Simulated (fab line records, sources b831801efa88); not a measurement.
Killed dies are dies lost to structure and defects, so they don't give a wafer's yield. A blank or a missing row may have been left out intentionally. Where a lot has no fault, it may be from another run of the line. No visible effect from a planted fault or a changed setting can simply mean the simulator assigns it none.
fab line records | flow sky130 | part 1 of 2: steps 1 to 31 of 42
record lots=5 wafers=15 lastDay=50
route steps=708 shown SONOS_ONO@168 GATE_OXIDE@187 POLY_GATE@204 RES_PROTECT@206
lots with no fault: from the same line, run without faults
startH: the number of hours between the record's first day and the start of the first shown wafer of the lot | waitH: how many hours have passed since the lot's step before this one | " the same as in the row above | L1.1+2: a single row standing in for several wafers | - value missing, or start not given | * or withheld: withheld | < > ~ a bound
route shown NAME@n: NAME is a module with steps in the file, n the number in the route of the first one | usual: mean/standard deviation of fault-free wafers | same: alike in all rows | chamber/n: place in a boat | sites: readings site by site | _std_site: standard deviation of those values | _edge_site: mean of outer sites minus mean of inner sites | radiusMm: how far each site lies from the wafer's centre | mask NAME#n: copy n | behind: tool/chamber where the wafer was last shaped | hold: why the lot was held/for how many hours/how that ended | device: the transistor (n, p or np) that didn't switch | end of line: the tests these same wafers got at the end of their route | a step with no rows: only its recipe | killed: dies lost to structure and defects at the first sort, not the wafer's yield | map: shows each die of a wafer: x if killed, . if not, _ if none is there
set.NAME: setting as actually run; set.NAME@STEP: the setting as run at that earlier step | model.NAME: the simulator's own value behind a step, which no gauge read
lots at selected steps of the route; one table per step, one row per wafer
services: from which hour (startH, from the record's first day; less than 0 if before it) a tool's chamber was out of use, for how many hours, and why
## steps
# step SKY_SONOS_ONO_OXIDATION_00
# recipe tempC=800 ambient=O2 idleTempC=700 rampUpCPerMin=10 rampDownCPerMin=3 stabiliseS=600 purgeS=300 targetThkA=26 oxTimeS=1249
# usual oxTempC=800.0/0.34 zonePowerLowerPct=13.3/1.6
# columns lot.wafer tool chamber startH waitH oxTempC zonePowerLowerPct
L076.2 furnace-01 0 268.60 2.4 800.0 15.1
L076.5 " 0 " " 799.5 14.8
L076.6 " 0 " " 799.8 15.0
L079.1 furnace-02 0 284.57 0.1 800.2 11.6
L079.4 " 0 " " 800.5 11.6
L079.5 " 0 " " 800.0 11.9
L084.2 furnace-01 0 326.62 1.6 800.2 14.8
L084.3 " 0 " " 799.9 15.0
L084.6 " 0 " " 799.6 14.8
L087.2 furnace-01 0 351.42 1.1 799.5 14.7
L087.3 " 0 " " 800.3 14.9
L087.5 " 0 " " 799.4 14.8
L096.2 furnace-01 0 423.09 0.6 800.1 14.8
L096.5 " 0 " " 800.6 14.7
L096.6 " 0 " " 800.1 14.8
# step SKY_SONOS_ONO_THK_MEAS_01
# recipe reads=SiO2_of_SONOS_ONO_OXIDATION_00
# usual SONOS_ONO_OXIDATION_THK=2.61/0.054
# columns lot.wafer tool chamber startH waitH SONOS_ONO_OXIDATION_THK[nm]
L076.2 filmMetro-04 - 269.96 0.0 2.63
L076.5 " - " " 2.67
L076.6 " - " " 2.61
L079.1 filmMetro-03 - 285.92 0.0 2.58
L079.4 " - " " 2.56
L079.5 " - " " 2.59
L084.2 filmMetro-04 - 327.97 0.0 2.67
L084.3 " - " " 2.59
L084.6 " - " " 2.63
L087.2 filmMetro-02 - 352.78 0.0 2.66
L087.3 " - " " 2.57
L087.5 " - " " 2.59
L096.2 filmMetro-02 - 424.44 0.0 2.61
L096.5 " - " " 2.66
L096.6 " - " " 2.57
# step SKY_SONOS_ONO_CVD_02
# recipe material=Si3N4 precursor=DCS/NH3 targetThkNm=10.5 tempC=770 timeS=180 pressureMtorr=250
# usual zonePowerLowerPct=13.3/1.1
# columns lot.wafer tool chamber startH waitH zonePowerLowerPct
L076.2 lpcvd-02 0 272.80 2.8 12.2
L076.5 " 0 " " 12.2
L076.6 " 0 " " 12.0
L079.1 lpcvd-02 0 286.44 0.5 12.0
L079.4 " 0 " " 12.2
L079.5 " 0 " " 12.2
L084.2 lpcvd-02 0 330.36 2.4 12.1
L084.3 " 0 " " 12.2
L084.6 " 0 " " 12.0
L087.2 lpcvd-02 1 353.48 0.7 14.3
L087.3 " 1 " " 14.3
L087.5 " 1 " " 14.4
L096.2 lpcvd-02 1 426.17 1.7 14.4
L096.5 " 1 " " 14.4
L096.6 " 1 " " 14.3
# step SKY_SONOS_ONO_THK_MEAS_03
# recipe reads=Si3N4_of_SONOS_ONO_CVD_02
# usual SONOS_ONO_CVD_02_THK=10.44/0.13
# columns lot.wafer tool chamber startH waitH SONOS_ONO_CVD_02_THK[nm]
L076.2 filmMetro-04 - 273.86 0.0 10.36
L076.5 " - " " 10.38
L076.6 " - " " 10.47
L079.1 filmMetro-04 - 287.49 0.0 10.51
L079.4 " - " " 10.39
L079.5 " - " " 10.40
L084.2 filmMetro-04 - 331.42 0.0 10.28
L084.3 " - " " 10.24
L084.6 " - " " 10.29
L087.2 filmMetro-04 - 355.06 0.0 10.20
L087.3 " - " " 10.19
L087.5 " - " " 10.39
L096.2 filmMetro-04 - 427.23 0.0 10.49
L096.5 " - " " 10.48
L096.6 " - " " 10.53
# step SKY_SONOS_ONO_CVD_04
# recipe material=SiO2 precursor=SiH4/N2O targetThkNm=5.7199 tempC=900 pressureMtorr=400
# usual zonePowerLowerPct=17.9/0.61
# columns lot.wafer tool chamber startH waitH zonePowerLowerPct
L076.2 lpcvd-03 0 273.91 0.0 17.2
L076.5 " 0 " " 17.2
L076.6 " 0 " " 17.0
L079.1 lpcvd-03 1 287.55 0.1 18.6
L079.4 " 1 " " 18.2
L079.5 " 1 " " 18.6
L084.2 lpcvd-03 1 331.47 0.0 18.3
L084.3 " 1 " " 18.4
L084.6 " 1 " " 18.3
L087.2 lpcvd-03 1 355.11 0.0 18.4
L087.3 " 1 " " 18.2
L087.5 " 1 " " 18.5
L096.2 lpcvd-03 0 427.28 0.0 17.4
L096.5 " 0 " " 16.8
L096.6 " 0 " " 16.9
# step SKY_SONOS_ONO_THK_MEAS_05
# recipe reads=SiO2_of_SONOS_ONO_CVD_04
# usual SONOS_ONO_CVD_04_THK=5.79/0.11
# columns lot.wafer tool chamber startH waitH SONOS_ONO_CVD_04_THK[nm]
L076.2 filmMetro-04 - 275.17 0.0 5.58
L076.5 " - " " 5.77
L076.6 " - " " 5.61
L079.1 filmMetro-02 - 288.80 0.0 5.63
L079.4 " - " " 5.66
L079.5 " - " " 5.67
L084.2 filmMetro-02 - 332.73 0.0 5.87
L084.3 " - " " 5.94
L084.6 " - " " 5.77
L087.2 filmMetro-02 - 356.37 0.0 5.93
L087.3 " - " " 5.96
L087.5 " - " " 6.01
L096.2 filmMetro-04 - 428.54 0.0 5.88
L096.5 " - " " 5.78
L096.6 " - " " 5.75
# step SKY_SONOS_ONO_DEHYDRATE_06
# recipe tempC=200 timeS=60
# columns lot.wafer tool chamber startH waitH
L076.2+5+6 lithoTrack-01 0 286.76 11.6
L079.1+4+5 lithoTrack-01 0 301.48 12.7
L084.2+3+6 lithoTrack-01 0 344.96 12.2
L087.2+3+5 lithoTrack-03 0 370.12 13.7
L096.2+5+6 lithoTrack-01 0 443.50 15.0
# step SKY_SONOS_ONO_HMDS_07
# recipe primeTimeS=60 primeTempC=120
# columns lot.wafer tool chamber startH waitH
L076.2+5+6 lithoTrack-01 0 286.91 0.1
L079.1+4+5 lithoTrack-01 0 301.63 0.1
L084.2+3+6 lithoTrack-01 0 345.11 0.1
L087.2+3+5 lithoTrack-03 0 370.27 0.1
L096.2+5+6 lithoTrack-01 0 443.65 0.1
# step SKY_SONOS_ONO_COAT_08
# recipe resist=NOVOLAK spinRpm=3000 resistThkNm=1140
# columns lot.wafer tool chamber startH waitH
L076.2+5+6 lithoTrack-01 0 287.06 0.1
L079.1+4+5 lithoTrack-01 0 301.78 0.1
L084.2+3+6 lithoTrack-01 0 345.26 0.1
L087.2+3+5 lithoTrack-03 0 370.42 0.1
L096.2+5+6 lithoTrack-01 0 443.80 0.1
# step SKY_SONOS_ONO_SOFTBAKE_09
# recipe tempC=90 timeS=60 resist=NOVOLAK
# columns lot.wafer tool chamber startH waitH
L076.2+5+6 lithoTrack-01 0 287.21 0.1
L079.1+4+5 lithoTrack-01 0 301.93 0.1
L084.2+3+6 lithoTrack-01 0 345.41 0.1
L087.2+3+5 lithoTrack-03 0 370.57 0.1
L096.2+5+6 lithoTrack-01 0 443.95 0.1
# step SKY_SONOS_ONO_EXPOSE_10
# recipe maskId=ONOM targetCdNm=410 na=0.6 sourceShape=conventional sigmaOuter=0.6 doseMj=150
# columns lot.wafer tool chamber startH waitH mask
L076.2+5+6 ilineStepper-02 0 - - ONOM#0
L079.1+4+5 ilineStepper-02 0 - - ONOM#0
L084.2+3+6 ilineStepper-02 0 - - ONOM#0
L087.2+3+5 ilineStepper-01 0 - - ONOM#0
L096.2+5+6 ilineStepper-01 0 - - ONOM#0
# step SKY_SONOS_ONO_PEB_11
# recipe tempC=withheld timeS=* resist=NOVOLAK
# columns lot.wafer tool chamber startH waitH
L076.2+5+6 lithoTrack-01 0 - -
L079.1+4+5 lithoTrack-04 0 - -
L084.2+3+6 lithoTrack-04 0 - -
L087.2+3+5 lithoTrack-03 0 - -
L096.2+5+6 lithoTrack-04 0 - -
# step SKY_SONOS_ONO_DEVELOP_12
# recipe developTimeS=60 devTempC=23
# columns lot.wafer tool chamber startH waitH
L076.2+5+6 lithoTrack-01 0 300.36 0.1
L079.1+4+5 lithoTrack-04 0 314.29 0.1
L084.2+3+6 lithoTrack-04 0 358.66 0.1
L087.2+3+5 lithoTrack-03 0 384.82 0.1
L096.2+5+6 lithoTrack-04 0 458.71 0.1
# step SKY_SONOS_ONO_CD_MEAS_13
# recipe targetCdNm=410
# usual cdNm=410.7/2.1
# columns lot.wafer tool chamber startH waitH cdNm
L076.2 cdSem-01 - 300.50 0.1 411.0
L076.5 " - " " 410.5
L076.6 " - " " 409.1
L079.1 cdSem-02 - 314.44 0.1 407.7
L079.4 " - " " 411.7
L079.5 " - " " 408.8
L084.2 cdSem-01 - 358.81 0.1 413.7
L084.3 " - " " 412.4
L084.6 " - " " 413.0
L087.2 cdSem-01 - 384.97 0.1 412.2
L087.3 " - " " 414.2
L087.5 " - " " 412.2
L096.2 cdSem-02 - 458.86 0.1 411.9
L096.5 " - " " 414.5
L096.6 " - " " 415.0
# step SKY_SONOS_ONO_OVL_MEAS_14
# usual SONOS_ONO_OVL=0.1/1.3
# columns lot.wafer tool chamber startH waitH SONOS_ONO_OVL[nm]
L076.2 overlay-01 - 300.61 0.1 -0.4
L076.5 " - " " 0.7
L076.6 " - " " 0.2
L079.1 overlay-01 - 314.56 0.1 -0.6
L079.4 " - " " -0.8
L079.5 " - " " -1.1
L084.2 overlay-02 - 358.91 0.1 -0.3
L084.3 " - " " -0.5
L084.6 " - " " -1.1
L087.2 overlay-02 - 385.08 0.1 -1.7
L087.3 " - " " -2.0
L087.5 " - " " -2.3
L096.2 overlay-02 - 458.96 0.1 0.2
L096.5 " - " " -1.7
L096.6 " - " " -1.0
# step SKY_SONOS_ONO_ETCH_15
# recipe targetDepthNm=19.52 chemistry=CHF3/O2 sourceW=600 biasW=200 pressureMtorr=40 chf3FlowSccm=50 O2_flow_sccm=5 timeS=7.8
# usual drypumpMotorCurrentA=5.96/0.24 oesProductAu=1.002/0.0092 throttleValvePct=8.824/0.0098
# columns lot.wafer tool chamber startH waitH drypumpMotorCurrentA oesProductAu rfHoursCounterH throttleValvePct
L076.2 rieDiel-04 2 300.64 0.0 5.76 0.988 31 8.807
L076.5 " 0 " " 5.68 0.996 - 8.822
L076.6 " 1 " " 6.16 0.989 - 8.804
L079.1 rieDiel-04 0 314.59 0.0 5.66 0.997 31 8.842
L079.4 " 1 " " 6.17 0.994 98 8.830
L079.5 " 2 " " 5.70 1.010 - 8.824
L084.2 rieDiel-02 1 358.94 0.0 6.25 1.001 74 8.834
L084.3 " 0 " " 5.73 1.005 22 8.829
L084.6 " 2 " " 5.95 0.999 - 8.833
L087.2 rieDiel-03 1 385.11 0.0 5.61 1.008 1 8.820
L087.3 " 0 " " 6.41 1.015 10 8.831
L087.5 " 1 " " 5.57 1.008 - 8.825
L096.2 rieDiel-04 2 458.99 0.0 5.70 0.993 34 8.822
L096.5 " 2 " " 5.71 0.998 - 8.817
L096.6 " 0 " " 5.68 1.011 - 8.821
# step SKY_SONOS_ONO_WET_ETCH_16
# recipe chemistry=dHF targetDepthNm=14 dry=n2Spin target=SiO2 dilution=100:1 tempC=25 timeS=280
# usual tempC=25.01/0.11
# columns lot.wafer tool chamber startH waitH tempC
L076.2 wetBench-02 1 300.66 0.0 24.91
L076.5 " 1 " " 25.12
L076.6 " 1 " " 24.90
L079.1 wetBench-02 0 314.61 0.0 24.94
L079.4 " 0 " " 24.93
L079.5 " 0 " " 24.82
L084.2 wetBench-03 1 358.96 0.0 24.84
L084.3 " 1 " " 24.85
L084.6 " 1 " " 25.03
L087.2 wetBench-03 2 385.13 0.0 24.91
L087.3 " 2 " " 25.01
L087.5 " 2 " " 24.94
L096.2 wetBench-01 1 459.02 0.0 25.00
L096.5 " 1 " " 24.90
L096.6 " 1 " " 25.02
# step SKY_SONOS_ONO_STRIP_17
# recipe chemistry=O2/N2 powerW=1400 pressureMtorr=1500 platenTempC=withheld o2FlowSccm=3000 n2FlowSccm=300 overashFraction=0.5
# usual drypumpMotorCurrentA=5.7/0.43 oesProductAu=0.710/0.0046 stripTimeToEndpointS=14.11/0.043
# columns lot.wafer tool chamber startH waitH drypumpMotorCurrentA oesProductAu rfHoursCounterH stripTimeToEndpointS
L076.2 plasmaAsher-01 0 300.74 0.0 5.3 0.711 61 14.12
L076.5 " 0 " " 5.3 0.714 - 14.11
L076.6 " 1 " " 5.6 0.713 - 14.08
L079.1 plasmaAsher-01 1 314.70 0.0 5.6 0.705 62 14.06
L079.4 " 1 " " 5.6 0.710 - 14.01
L079.5 " 0 " " 5.3 0.714 - 14.05
L084.2 plasmaAsher-03 1 359.05 0.0 5.6 0.710 52 14.16
L084.3 " 0 " " 6.7 0.712 - 14.11
L084.6 " 0 " " 6.7 0.717 - 14.15
L087.2 plasmaAsher-04 0 385.23 0.0 5.9 0.705 71 14.11
L087.3 " 0 " " 5.9 0.715 - 14.14
L087.5 " 0 " " 5.9 0.705 - 14.14
L096.2 plasmaAsher-01 1 459.12 0.0 5.6 0.711 3 14.12
L096.5 " 0 " " 5.3 0.707 - 14.16
L096.6 " 1 " " 5.6 0.703 - 14.14
# step SKY_SONOS_ONO_WET_ETCH_18
# recipe chemistry=H3PO4 targetDepthNm=15 target=Si3N4 tempC=160 timeS=172
# usual tempC=159.99/0.14
# columns lot.wafer tool chamber startH waitH tempC
L076.2 wetBench-03 0 300.84 0.1 159.98
L076.5 " 0 " " 159.94
L076.6 " 0 " " 160.05
L079.1 wetBench-02 3 314.80 0.1 159.71
L079.4 " 3 " " 159.76
L079.5 " 3 " " 159.83
L084.2 wetBench-02 1 359.15 0.1 160.25
L084.3 " 1 " " 160.07
L084.6 " 1 " " 160.13
L087.2 wetBench-01 1 385.33 0.1 159.90
L087.3 " 1 " " 159.87
L087.5 " 1 " " 159.98
L096.2 wetBench-03 2 459.22 0.1 160.12
L096.5 " 2 " " 159.82
L096.6 " 2 " " 160.00
# step SKY_GATE_OXIDE_CLEAN_00
# recipe chemistry=SC1/SC2 mix=1:4:20 tempC=70 timeS=150 dry=n2Spin
# usual tempC=70.03/0.12
# columns lot.wafer tool chamber startH waitH tempC
L076.2 wetBench-02 0 300.90 0.0 69.85
L076.5 " 0 " " 69.91
L076.6 " 0 " " 70.05
L079.1 wetBench-01 1 314.86 0.0 70.11
L079.4 " 1 " " 70.20
L079.5 " 1 " " 70.09
L084.2 wetBench-01 2 359.21 0.0 69.69
L084.3 " 2 " " 69.78
L084.6 " 2 " " 69.88
L087.2 wetBench-02 0 385.39 0.0 70.25
L087.3 " 0 " " 70.32
L087.5 " 0 " " 70.11
L096.2 wetBench-02 3 459.27 0.0 70.13
L096.5 " 3 " " 70.16
L096.6 " 3 " " 70.14
# step SKY_GATE_OXIDE_OXIDATION_01
# recipe tempC=900 ambient=O2 stabiliseS=600 purgeS=300 targetThkA=102.68 oxTimeS=1473
# usual oxTempC=899.9/0.38 zonePowerLowerPct=16.9/2
# columns lot.wafer tool chamber startH waitH oxTempC zonePowerLowerPct
L076.2 furnace-01 0 302.47 1.5 899.7 19.3
L076.5 " 0 " " 900.0 19.3
L076.6 " 0 " " 900.1 18.7
L079.1 furnace-01 0 316.31 1.4 899.9 19.4
L079.4 " 0 " " 900.2 19.1
L079.5 " 0 " " 900.4 19.2
L084.2 furnace-01 0 359.31 0.0 899.3 19.2
L084.3 " 0 " " 900.0 19.0
L084.6 " 0 " " 900.0 18.8
L087.2 furnace-02 0 388.17 2.7 899.1 14.8
L087.3 " 0 " " 899.8 14.9
L087.5 " 0 " " 899.6 14.8
L096.2 furnace-02 0 459.46 0.1 899.7 14.9
L096.5 " 0 " " 900.0 15.2
L096.6 " 0 " " 898.8 15.2
# step SKY_GATE_OXIDE_THK_MEAS_02
# recipe reads=SiO2_of_GATE_OXIDE_OXIDATION_01
# usual GATE_OXIDE_OXIDATION_00_THK=10.26/0.2
# columns lot.wafer tool chamber startH waitH GATE_OXIDE_OXIDATION_00_THK[nm]
L076.2 filmMetro-03 - 303.89 0.0 10.36
L076.5 " - " " 10.59
L076.6 " - " " 10.39
L079.1 filmMetro-01 - 317.72 0.0 10.11
L079.4 " - " " 10.28
L079.5 " - " " 10.29
L084.2 filmMetro-04 - 360.73 0.0 10.64
L084.3 " - " " 10.56
L084.6 " - " " 10.43
L087.2 filmMetro-03 - 389.59 0.0 10.51
L087.3 " - " " 10.49
L087.5 " - " " 10.49
L096.2 filmMetro-04 - 460.88 0.0 10.29
L096.5 " - " " 10.28
L096.6 " - " " 10.14
# step SKY_GATE_OXIDE_DEHYDRATE_03
# recipe tempC=200 timeS=60
# columns lot.wafer tool chamber startH waitH
L076.2+5+6 lithoTrack-03 0 315.67 11.8
L079.1+4+5 lithoTrack-01 0 329.88 12.2
L084.2+3+6 lithoTrack-03 0 374.32 13.6
L087.2+3+5 lithoTrack-02 0 403.25 13.7
L096.2+5+6 lithoTrack-03 0 476.02 15.1
# step SKY_GATE_OXIDE_HMDS_04
# recipe primeTimeS=60 primeTempC=120
# columns lot.wafer tool chamber startH waitH
L076.2+5+6 lithoTrack-03 0 315.82 0.1
L079.1+4+5 lithoTrack-01 0 330.03 0.1
L084.2+3+6 lithoTrack-03 0 374.47 0.1
L087.2+3+5 lithoTrack-02 0 403.40 0.1
L096.2+5+6 lithoTrack-03 0 476.17 0.1
# step SKY_GATE_OXIDE_COAT_05
# recipe resist=NOVOLAK spinRpm=3000 resistThkNm=1140
# columns lot.wafer tool chamber startH waitH
L076.2+5+6 lithoTrack-03 0 315.97 0.1
L079.1+4+5 lithoTrack-01 0 330.18 0.1
L084.2+3+6 lithoTrack-03 0 374.62 0.1
L087.2+3+5 lithoTrack-02 0 403.55 0.1
L096.2+5+6 lithoTrack-03 0 476.32 0.1
# step SKY_GATE_OXIDE_SOFTBAKE_06
# recipe tempC=90 timeS=60 resist=NOVOLAK
# columns lot.wafer tool chamber startH waitH
L076.2+5+6 lithoTrack-03 0 316.12 0.1
L079.1+4+5 lithoTrack-01 0 330.33 0.1
L084.2+3+6 lithoTrack-03 0 374.77 0.1
L087.2+3+5 lithoTrack-02 0 403.70 0.1
L096.2+5+6 lithoTrack-03 0 476.47 0.1
# step SKY_GATE_OXIDE_EXPOSE_07
# recipe maskId=LVOM na=0.6 sourceShape=conventional sigmaOuter=0.6 polarization=unpolarized targetCdNm=600 doseMj=170
# columns lot.wafer tool chamber startH waitH mask
L076.2+5+6 ilineStepper-02 0 - - LVOM#0
L079.1+4+5 ilineStepper-02 0 - - LVOM#0
L084.2+3+6 ilineStepper-02 0 - - LVOM#0
L087.2+3+5 ilineStepper-01 0 - - LVOM#0
L096.2+5+6 ilineStepper-02 0 - - LVOM#0
# step SKY_GATE_OXIDE_PEB_08
# recipe tempC=withheld timeS=* resist=NOVOLAK
# columns lot.wafer tool chamber startH waitH
L076.2+5+6 lithoTrack-02 0 - -
L079.1+4+5 lithoTrack-03 0 - -
L084.2+3+6 lithoTrack-03 0 - -
L087.2+3+5 lithoTrack-02 0 - -
L096.2+5+6 lithoTrack-03 0 - -
# step SKY_GATE_OXIDE_DEVELOP_09
# recipe resist=NOVOLAK developer=TMAH developTimeS=60 devTempC=23
# columns lot.wafer tool chamber startH waitH
L076.2+5+6 lithoTrack-02 0 329.15 0.1
L079.1+4+5 lithoTrack-03 0 342.75 0.1
L084.2+3+6 lithoTrack-03 0 388.02 0.1
L087.2+3+5 lithoTrack-02 0 418.05 0.1
L096.2+5+6 lithoTrack-03 0 491.62 0.1
# step SKY_GATE_OXIDE_OVL_MEAS_10
# usual GATE_OXIDE_OVL=0.3/1.5
# columns lot.wafer tool chamber startH waitH GATE_OXIDE_OVL[nm]
L076.2 overlay-02 - 329.28 0.1 1.1
L076.5 " - " " -0.4
L076.6 " - " " 1.4
L079.1 overlay-02 - 342.90 0.1 2.9
L079.4 " - " " 2.3
L079.5 " - " " 1.1
L084.2 overlay-02 - 388.16 0.1 -2.6
L084.3 " - " " -0.5
L084.6 " - " " 0.0
L087.2 overlay-01 - 418.18 0.1 0.9
L087.3 " - " " 1.8
L087.5 " - " " 0.3
L096.2 overlay-02 - 491.75 0.1 -0.8
L096.5 " - " " -0.6
L096.6 " - " " -1.6
# step SKY_GATE_OXIDE_IMPLANT_11
# recipe species=B energyKev=10 doseCm2=2.6e+12 tiltDeg=withheld
# columns lot.wafer tool chamber startH waitH
L076.2+5+6 implanter-03 0 329.34 0.0
L079.1+4+5 implanter-03 0 342.94 0.0
L084.2+3+6 implanter-03 0 388.21 0.0
L087.2+3+5 implanter-01 0 418.24 0.0
L096.2+5+6 implanter-04 0 491.81 0.0
